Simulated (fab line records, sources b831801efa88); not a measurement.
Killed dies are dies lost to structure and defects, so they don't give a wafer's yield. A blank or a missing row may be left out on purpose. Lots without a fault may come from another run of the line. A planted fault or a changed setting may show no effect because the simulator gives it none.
fab line records | flow sky130 | part 1 of 2: steps 1 to 42 of 43
record lots=6 wafers=18 last_day=49
route steps=708 shown CONTACT@413 METAL1@434 PAD_OPEN@708
lots that met no fault: from a run of the same line without faults
start_h: hours from the record's first day to the start of the lot's first wafer shown | wait_h: hours since the lot's step before | " the same as in the row above | L1.1+2: a row that stands for several wafers | - no value, or no start given | * or withheld: withheld | < > ~ a bound
route shown NAME@n: a module of which the file shows steps, and the number in the route of the first | usual: mean/standard deviation of fault-free wafers | same: alike in all rows | chamber/n: place in a boat | sites: the reading at each site | _std_site: their standard deviation | _edge_site: outer sites' mean less inner sites' | radius_mm: how far each site lies from the wafer's centre | mask NAME#n: copy n | behind: the tool/chamber that last shaped the wafer | hold: why the lot was held/for how many hours/how that ended | device: the transistor (n, p or np) that didn't switch | end of line: the same wafers' tests at the end of the route | a step without rows: its recipe alone | killed: dies lost to structure and defects at the first sort, not the wafer's yield | map: a wafer's dies, x killed, . not, _ none there
set.NAME: the setting as run; set.NAME@STEP: as run at that earlier step | model.NAME: the simulator's own value behind a step, which no gauge read
lots at some steps of the route; a table a step, a row a wafer
services: from which hour (start_h, from the record's first day; less than 0 if before it) a tool's chamber was out of use, for how many hours, and why
## steps
# step SKY_CONTACT_HMDS_07
# recipe prime_time_s=60 prime_temp_c=120
# step SKY_CONTACT_COAT_08
# recipe resist=BARC temp_c=withheld time_s=withheld spin_rpm=3000 resist_thk_nm=60
# step SKY_CONTACT_COAT_09
# recipe resist=KrF-thick spin_rpm=3000 resist_thk_nm=450
# step SKY_CONTACT_SOFTBAKE_10
# recipe temp_c=100 time_s=90 resist=KrF-thick
# step SKY_CONTACT_EXPOSE_11
# recipe mask_id=CTM1 na=0.8 source_shape=annular sigma_inner=0.55 sigma_outer=0.85 target_cd_nm=170 dose_mj=38
# step SKY_CONTACT_PEB_12
# recipe peb_temp_c=withheld peb_time_s=withheld resist=KrF-thick
# step SKY_CONTACT_DEVELOP_13
# recipe develop_time_s=60 resist=KrF-thick dev_temp_c=21
# step SKY_CONTACT_CD_MEAS_14
# recipe target_cd_nm=170
# usual cd_nm=169.7/1.6
# columns lot.wafer tool chamber start_h wait_h cd_nm
L747.1 cd_sem-01 - 761.56 - 167.3
L747.2 " - " " 169.1
L747.6 " - " " 168.4
L750.1 cd_sem-01 - 769.62 - 170.8
L750.5 " - " " 172.5
L750.6 " - " " 172.2
L752.1 cd_sem-01 - 791.50 - 172.2
L752.2 " - " " 172.0
L752.3 " - " " 172.1
L760.1 cd_sem-02 - 842.16 - 169.4
L760.2 " - " " 168.2
L760.5 " - " " 167.9
L762.1 cd_sem-01 - 854.50 - 170.6
L762.2 " - " " 170.3
L762.6 " - " " 170.6
L764.1 cd_sem-01 - 874.70 - 167.1
L764.2 " - " " 167.5
L764.3 " - " " 166.5
# step SKY_CONTACT_OVL_MEAS_15
# usual CONTACT_OVL=2/5.9
# columns lot.wafer tool chamber start_h wait_h CONTACT_OVL[nm]
L747.1 overlay-02 - 761.68 0.1 -4
L747.2 " - " " 1
L747.6 " - " " -1
L750.1 overlay-02 - 769.74 0.1 -7
L750.5 " - " " -4
L750.6 " - " " -3
L752.1 overlay-01 - 791.62 0.1 -5
L752.2 " - " " -1
L752.3 " - " " 0
L760.1 overlay-02 - 842.28 0.1 -3
L760.2 " - " " -3
L760.5 " - " " 4
L762.1 overlay-01 - 854.62 0.1 7
L762.2 " - " " 5
L762.6 " - " " 1
L764.1 overlay-02 - 874.82 0.1 2
L764.2 " - " " 2
L764.3 " - " " 9
# step SKY_CONTACT_ETCH_16
# recipe chemistry=N2/H2 target=BARC ion_energy_ev=200 source_w=500 bias_w=100 pressure_mtorr=30 n2_flow_sccm=100 h2_flow_sccm=200 stop_on=SiO2 time_s=45.9 target_depth_a=600
# step SKY_CONTACT_ETCH_17
# recipe target=SiO2 chemistry=C4F8/O2/Ar stop_on=Si3N4 mask_material=KrF-thick source_w=1500 bias_w=1200 pressure_mtorr=40 c4f8_flow_sccm=withheld O2_flow_sccm=6 Ar_flow_sccm=300 time_s=withheld target_depth_a=3400
# step SKY_CONTACT_ETCH_18
# recipe target=Si3N4 chemistry=CHF3/O2 stop_on=TiN source_w=600 bias_w=200 pressure_mtorr=40 chf3_flow_sccm=50 O2_flow_sccm=5 time_s=39 target_depth_a=750
# usual O2_flow_sccm=5.000/0.015 drypump_motor_current_A=5.7/0.36 oes_product_au=0.854/0.0071 throttle_valve_pct=8.792/0.0094
# columns lot.wafer tool chamber start_h wait_h O2_flow_sccm drypump_motor_current_A oes_product_au rf_hours_counter_h throttle_valve_pct
L747.1 rie_diel-01 3 - - 4.985 6.0 0.840 0 8.795
L747.2 " 1 " " 4.997 5.9 0.843 9 8.795
L747.6 " 2 " " 4.993 5.3 0.842 - 8.792
L750.1 rie_diel-04 2 - - 5.014 5.2 0.841 4 8.779
L750.5 " 2 " " 4.985 5.2 0.850 - 8.783
L750.6 " 1 " " 4.987 5.4 0.859 - 8.785
L752.1 rie_diel-01 2 - - 5.014 5.3 0.848 14 8.783
L752.2 " 1 " " 4.983 5.9 0.856 10 8.795
L752.3 " 0 " " 4.970 6.4 0.855 24 8.791
L760.1 rie_diel-03 1 - - 4.982 6.1 0.846 15 8.790
L760.2 " 3 " " 4.977 5.8 0.853 20 8.797
L760.5 " 3 " " 4.968 5.8 0.853 - 8.784
L762.1 rie_diel-04 2 - - 5.003 5.3 0.850 7 8.793
L762.2 " 3 " " 5.013 5.5 0.863 16 8.788
L762.6 " 1 " " 4.985 5.4 0.863 - 8.798
L764.1 rie_diel-03 0 - - 4.990 5.2 0.850 22 8.770
L764.2 " 3 " " 4.984 5.8 0.840 21 8.799
L764.3 " 1 " " 4.985 6.1 0.844 16 8.782
# step SKY_CONTACT_STRIP_19
# recipe chemistry=O2/N2 power_w=1400 pressure_mtorr=1500 platen_temp_c=withheld o2_flow_sccm=3000 n2_flow_sccm=300 overash_fraction=0.5
# usual drypump_motor_current_A=6.0/0.62 oes_product_au=0.381/0.0046 strip_time_to_endpoint_s=3.613/0.024
# columns lot.wafer tool chamber start_h wait_h drypump_motor_current_A oes_product_au rf_hours_counter_h strip_time_to_endpoint_s
L747.1 plasma_asher-01 0 761.85 - 4.9 0.386 2 3.669
L747.2 " 1 " " 5.2 0.382 2 3.590
L747.6 " 0 " " 4.8 0.384 - 3.599
L750.1 plasma_asher-02 1 769.91 - 6.5 0.388 93 3.667
L750.5 " 0 " " 5.8 0.382 - 3.657
L750.6 " 1 " " 6.5 0.386 - 3.662
L752.1 plasma_asher-01 0 791.79 - 4.9 0.376 5 3.625
L752.2 " 1 " " 5.2 0.381 5 3.628
L752.3 " 0 " " 4.8 0.379 - 3.572
L760.1 plasma_asher-02 1 842.45 - 6.5 0.378 100 3.618
L760.2 " 0 " " 5.8 0.372 100 3.628
L760.5 " 1 " " 6.5 0.382 - 3.610
L762.1 plasma_asher-02 0 854.79 - 5.8 0.386 101 3.615
L762.2 " 1 " " 6.5 0.374 101 3.609
L762.6 " 1 " " 6.5 0.375 - 3.637
L764.1 plasma_asher-02 1 874.99 - 6.5 0.382 103 3.610
L764.2 " 0 " " 5.8 0.386 103 3.623
L764.3 " 1 " " 6.4 0.383 - 3.627
# step SKY_CONTACT_STRIP_20
# recipe chemistry=post_etch_residue_remover time_s=1200 temp_c=72.5
# step SKY_CONTACT_CLEAN_21
# recipe chemistry=IPA time_s=180 temp_c=25
# step SKY_CONTACT_CLEAN_22
# recipe chemistry=O3/DIW dry=n2_spin
# step SKY_CONTACT_SPUTTER_23
# recipe material=TiN target_thk_nm=20 chamber_pressure_pa=5 power_w=4000 time_s=80
# step SKY_CONTACT_CVD_24
# recipe material=W target_thk_nm=340 time_s=102.12 temp_c=400 pressure_torr=40
# usual heater_power_w=816/120
# columns lot.wafer tool chamber start_h wait_h heater_power_w
L747.1 cvd_w-01 1 762.50 0.0 673
L747.2 " 0 " " 836
L747.6 " 1 " " 625
L750.1 cvd_w-01 0 770.56 0.0 839
L750.5 " 1 " " 655
L750.6 " 0 " " 842
L752.1 cvd_w-01 1 792.44 0.0 661
L752.2 " 0 " " 837
L752.3 " 0 " " 839
L760.1 cvd_w-02 0 843.14 0.0 1019
L760.2 " 1 " " 814
L760.5 " 0 " " 1030
L762.1 cvd_w-02 0 855.45 0.0 1043
L762.2 " 1 " " 796
L762.6 " 1 " " 789
L764.1 cvd_w-01 0 875.70 0.0 847
L764.2 " 1 " " 668
L764.3 " 1 " " 696
# step SKY_CONTACT_RS_MEAS_25
# recipe thk_meas_gauge=four-point-probe reads=W_of_CONTACT_CVD_24+TiN_of_CONTACT_SPUTTER_23
# usual CONTACT_W_RS=0.338/0.006
# columns lot.wafer tool chamber start_h wait_h CONTACT_W_RS[ohm/sq]
L747.1 film_metro-01 - 762.61 0.1 0.340
L747.2 " - " " 0.334
L747.6 " - " " 0.340
L750.1 film_metro-02 - 770.67 0.1 0.335
L750.5 " - " " 0.346
L750.6 " - " " 0.339
L752.1 film_metro-04 - 792.55 0.1 0.340
L752.2 " - " " 0.330
L752.3 " - " " 0.330
L760.1 film_metro-04 - 843.25 0.1 0.347
L760.2 " - " " 0.344
L760.5 " - " " 0.347
L762.1 film_metro-04 - 855.56 0.1 0.337
L762.2 " - " " 0.340
L762.6 " - " " 0.341
L764.1 film_metro-04 - 875.81 0.1 0.330
L764.2 " - " " 0.340
L764.3 " - " " 0.337
# step SKY_CONTACT_THK_MEAS_26
# recipe thk_meas_gauge=xrf reads=W_of_CONTACT_CVD_24
# usual CONTACT_W_THK=334/7.1
# columns lot.wafer tool chamber start_h wait_h CONTACT_W_THK[nm]
L747.1 film_metro-01 - 762.73 0.1 328
L747.2 " - " " 335
L747.6 " - " " 329
L750.1 film_metro-02 - 770.79 0.1 334
L750.5 " - " " 322
L750.6 " - " " 328
L752.1 film_metro-04 - 792.67 0.1 336
L752.2 " - " " 346
L752.3 " - " " 343
L760.1 film_metro-04 - 843.37 0.1 331
L760.2 " - " " 333
L760.5 " - " " 331
L762.1 film_metro-04 - 855.68 0.1 343
L762.2 " - " " 339
L762.6 " - " " 336
L764.1 film_metro-04 - 875.93 0.1 347
L764.2 " - " " 337
L764.3 " - " " 338
# step SKY_CONTACT_CMP_27
# recipe stop_on=SiO2 t_overpolish_s=15 down_force_psi=3.5 platen_rpm=60 target_thk_nm=0 pad_velocity_m_s=0.94248
# usual motor_current_A=10.7/0.87 overpolish_run_s=15.000/0.0085 slurry_filter_dp_kPa=13.50/0.14 time_to_endpoint_s=81.4/2.9
# same t_overpolish_s=15
# columns lot.wafer tool chamber start_h wait_h motor_current_A overpolish_run_s slurry_filter_dp_kPa time_to_endpoint_s
L747.2 cmp-01 0 762.79 0.0 10.5 14.987 13.33 83.1
L747.1 " 3 " " 9.9 14.995 13.44 79.3
L747.6 " 1 " " 10.0 15.002 13.51 81.8
L750.1 cmp-01 1 770.95 0.1 10.3 14.998 13.78 81.5
L750.5 " 3 " " 10.2 15.004 13.49 77.2
L750.6 " 0 " " 10.9 14.994 13.29 83.2
L752.2 cmp-02 3 792.73 0.0 9.7 15.000 13.44 83.6
L752.1 " 0 " " 11.6 14.990 13.34 80.3
L752.3 " 2 " " 11.1 15.016 13.25 82.8
L760.1 cmp-02 0 843.48 0.1 11.1 14.999 13.51 78.6
L760.2 " 2 " " 11.0 14.991 13.54 82.3
L760.5 " 0 " " 12.1 15.015 13.67 77.2
L762.2 cmp-01 0 855.79 0.1 10.4 15.006 13.45 80.4
L762.1 " 2 " " 11.5 15.006 13.54 78.0
L762.6 " 3 " " 9.8 14.996 13.58 78.3
L764.3 cmp-02 0 875.99 0.0 11.8 15.000 13.44 85.2
L764.1 " 2 " " 11.1 14.993 13.32 82.7
L764.2 " 3 " " 9.9 15.006 13.40 77.3
# step SKY_METAL1_SPUTTER_00
# recipe material=Ti target_thk_nm=15 power_w=3000 time_s=10 chamber_pressure_pa=0.4
# step SKY_METAL1_SPUTTER_01
# recipe material=TiN target_thk_nm=20 power_w=6500 time_s=16.7 chamber_pressure_pa=0.4
# step SKY_METAL1_SPUTTER_02
# recipe material=AlCu target_thk_nm=250 power_w=10600 time_s=13.3 chamber_pressure_pa=0.4
# step SKY_METAL1_SPUTTER_03
# recipe material=Ti target_thk_nm=5 power_w=3000 time_s=3.3 chamber_pressure_pa=0.4
# step SKY_METAL1_SPUTTER_04
# recipe material=TiN target_thk_nm=70 power_w=6500 time_s=58.3 chamber_pressure_pa=0.4
# step SKY_METAL1_RS_MEAS_05
# recipe thk_meas_gauge=four-point-probe reads=TiN_of_METAL1_SPUTTER_04+Ti_of_METAL1_SPUTTER_03+AlCu_of_METAL1_SPUTTER_02+TiN_of_METAL1_SPUTTER_01+Ti_of_METAL1_SPUTTER_00
# usual METAL1_ALCU_RS=0.1269/0.0012
# columns lot.wafer tool chamber start_h wait_h METAL1_ALCU_RS[ohm/sq]
L747.1 film_metro-01 - 763.23 0.0 0.1268
L747.2 " - " " 0.1269
L747.6 " - " " 0.1259
L750.1 film_metro-01 - 771.29 0.0 0.1283
L750.5 " - " " 0.1289
L750.6 " - " " 0.1288
L752.1 film_metro-04 - 793.17 0.0 0.1265
L752.2 " - " " 0.1257
L752.3 " - " " 0.1263
L760.1 film_metro-03 - 843.87 0.0 0.1270
L760.2 " - " " 0.1273
L760.5 " - " " 0.1264
L762.1 film_metro-04 - 856.17 0.0 0.1256
L762.2 " - " " 0.1249
L762.6 " - " " 0.1262
L764.1 film_metro-04 - 876.43 0.0 0.1251
L764.2 " - " " 0.1260
L764.3 " - " " 0.1270
# step SKY_METAL1_THK_MEAS_06
# recipe thk_meas_gauge=xrf reads=AlCu_of_METAL1_SPUTTER_02
# usual METAL1_ALCU_THK=246.5/2.6
# columns lot.wafer tool chamber start_h wait_h METAL1_ALCU_THK[nm]
L747.1 film_metro-01 - 763.35 0.1 243.9
L747.2 " - " " 245.9
L747.6 " - " " 246.1
L750.1 film_metro-01 - 771.41 0.1 242.6
L750.5 " - " " 242.5
L750.6 " - " " 241.4
L752.1 film_metro-04 - 793.29 0.1 247.7
L752.2 " - " " 247.8
L752.3 " - " " 246.4
L760.1 film_metro-03 - 843.99 0.1 248.6
L760.2 " - " " 247.7
L760.5 " - " " 248.7
L762.1 film_metro-04 - 856.29 0.1 247.2
L762.2 " - " " 249.9
L762.6 " - " " 247.2
L764.1 film_metro-04 - 876.55 0.1 249.4
L764.2 " - " " 249.1
L764.3 " - " " 246.7
# step SKY_METAL1_DEHYDRATE_07
# recipe temp_c=200 time_s=60
# step SKY_METAL1_HMDS_08
# recipe prime_time_s=60 prime_temp_c=120
# step SKY_METAL1_COAT_09
# recipe resist=BARC temp_c=withheld time_s=withheld spin_rpm=3000 resist_thk_nm=60
# step SKY_METAL1_COAT_10
# recipe resist=KrF-thick spin_rpm=3000 resist_thk_nm=450
# step SKY_METAL1_SOFTBAKE_11
# recipe temp_c=100 time_s=90 resist=KrF-thick
# step SKY_METAL1_EXPOSE_12
# recipe mask_id=MM1 na=0.8 source_shape=annular sigma_inner=0.55 sigma_outer=0.85 target_cd_nm=140 dose_mj=28
# step SKY_METAL1_PEB_13
# recipe peb_temp_c=withheld peb_time_s=withheld resist=KrF-thick
# step SKY_METAL1_DEVELOP_14
# recipe develop_time_s=60 resist=KrF-thick dev_temp_c=21
# step SKY_METAL1_CD_MEAS_15
# recipe target_cd_nm=140
# usual cd_nm=140.1/1.3
# columns lot.wafer tool chamber start_h wait_h cd_nm
L747.1 cd_sem-02 - 789.52 - 140.4
L747.2 " - " " 140.0
L747.6 " - " " 140.8
L750.1 cd_sem-02 - 797.75 - 140.5
L750.5 " - " " 140.4
L750.6 " - " " 141.1
L752.1 cd_sem-02 - 820.07 - 139.4
L752.2 " - " " 141.6
L752.3 " - " " 141.6
L760.1 cd_sem-02 - 870.20 - 140.7
L760.2 " - " " 142.3
L760.5 " - " " 143.1
L762.1 cd_sem-02 - 882.20 - 140.6
L762.2 " - " " 140.1
L762.6 " - " " 140.5
L764.1 cd_sem-02 - 901.93 - 138.0
L764.2 " - " " 137.2
L764.3 " - " " 137.8
# step SKY_METAL1_OVL_MEAS_16
# usual METAL1_OVL=2/6
# columns lot.wafer tool chamber start_h wait_h METAL1_OVL[nm]
L747.1 overlay-02 - 789.64 0.1 11
L747.2 " - " " -2
L747.6 " - " " -7
L750.1 overlay-02 - 797.87 0.1 1
L750.5 " - " " -5
L750.6 " - " " 4
L752.1 overlay-02 - 820.19 0.1 5
L752.2 " - " " 7
L752.3 " - " " -4
L760.1 overlay-02 - 870.32 0.1 4
L760.2 " - " " 2
L760.5 " - " " 11
L762.1 overlay-02 - 882.32 0.1 -3
L762.2 " - " " -14
L762.6 " - " " -8
L764.1 overlay-01 - 902.05 0.1 4
L764.2 " - " " 2
L764.3 " - " " 4
# step SKY_METAL1_DESCUM_17
# recipe chemistry=O2 source_power_w=150 bias_power_w=0 pressure_mtorr=10 temp_c=40 time_s=8
# step SKY_METAL1_ETCH_18
# recipe chemistry=N2/H2 target=BARC ion_energy_ev=200 bias_w=100 pressure_mtorr=30 n2_flow_sccm=100 h2_flow_sccm=200 icp_w=500 stop_on=SiO2 time_s=45.9 target_depth_a=600
# usual drypump_motor_current_A=5.7/0.48 oes_product_au=0.855/0.0044 throttle_valve_pct=13.225/0.0097
# columns lot.wafer tool chamber start_h wait_h drypump_motor_current_A oes_product_au rf_hours_counter_h throttle_valve_pct
L747.1 rie_metal-03 0 789.71 0.0 6.5 0.851 7 13.236
L747.2 " 1 " " 6.0 0.847 4 13.208
L747.6 " 1 " " 6.1 0.854 - 13.218
L750.1 rie_metal-04 0 797.94 0.0 5.2 0.852 9 13.224
L750.5 " 0 " " 5.2 0.852 - 13.237
L750.6 " 1 " " 6.0 0.858 - 13.229
L752.1 rie_metal-01 0 820.26 0.0 5.5 0.857 15 13.222
L752.2 " 1 " " 5.3 0.858 6 13.224
L752.3 " 1 " " 5.3 0.855 - 13.211
L760.1 rie_metal-01 1 870.39 0.0 5.3 0.853 8 13.229
L760.2 " 0 " " 5.4 0.859 0 13.234
L760.5 " 1 " " 5.2 0.856 - 13.226
L762.1 rie_metal-01 0 882.39 0.0 5.4 0.857 1 13.207
L762.2 " 1 " " 5.3 0.855 9 13.228
L762.6 " 0 " " 5.4 0.860 - 13.224
L764.1 rie_metal-03 0 902.12 0.0 6.6 0.852 11 13.220
L764.2 " 1 " " 6.0 0.853 8 13.225
L764.3 " 1 " " 6.0 0.844 - 13.217
# step SKY_METAL1_METAL_ETCH_19
# recipe target_depth_a=3600 stop_on=SiO2 over_etch_frac=0.3 time_s=78 chemistry=Cl2/BCl3 resist_sidewall_deg=88 pressure_mtorr=10 icp_w=900 bias_w=48.5 Cl2_flow_sccm=60 bcl3_flow_sccm=30
# usual drypump_motor_current_A=5.7/0.48 mfc_cl2_sccm=59.97/0.16 oes_product_au=0.855/0.006 throttle_valve_pct=22.264/0.0091
# same over_etch_frac=0.3
# columns lot.wafer tool chamber start_h wait_h drypump_motor_current_A mfc_cl2_sccm oes_product_au rf_hours_counter_h throttle_valve_pct
L747.1 rie_metal-03 0 789.77 0.0 6.5 59.90 0.849 7 22.254
L747.2 " 1 " " 6.0 59.88 0.861 4 22.272
L747.6 " 1 " " 6.1 59.94 0.852 - 22.266
L750.1 rie_metal-04 0 798.00 0.0 5.2 60.08 0.843 9 22.246
L750.5 " 0 " " 5.2 60.10 0.849 - 22.255
L750.6 " 1 " " 6.0 60.07 0.846 - 22.264
L752.1 rie_metal-01 0 820.32 0.0 5.4 59.92 0.849 15 22.264
L752.2 " 1 " " 5.2 59.79 0.864 6 22.255
L752.3 " 1 " " 5.2 59.59 0.853 - 22.255
L760.1 rie_metal-01 1 870.45 0.0 5.2 59.89 0.855 8 22.261
L760.2 " 0 " " 5.4 59.87 0.850 0 22.270
L760.5 " 1 " " 5.2 60.17 0.869 - 22.265
L762.1 rie_metal-01 0 882.45 0.0 5.4 59.78 0.850 1 22.263
L762.2 " 1 " " 5.2 59.86 0.855 9 22.256
L762.6 " 0 " " 5.5 59.69 0.854 - 22.265
L764.1 rie_metal-03 0 902.19 0.0 6.5 59.84 0.858 11 22.267
L764.2 " 1 " " 6.1 60.26 0.862 8 22.253
L764.3 " 1 " " 6.0 60.41 0.855 - 22.255
# step SKY_METAL1_STRIP_20
# recipe chemistry=O2/N2 power_w=1400 pressure_mtorr=1500 platen_temp_c=withheld o2_flow_sccm=3000 n2_flow_sccm=300 overash_fraction=0.5
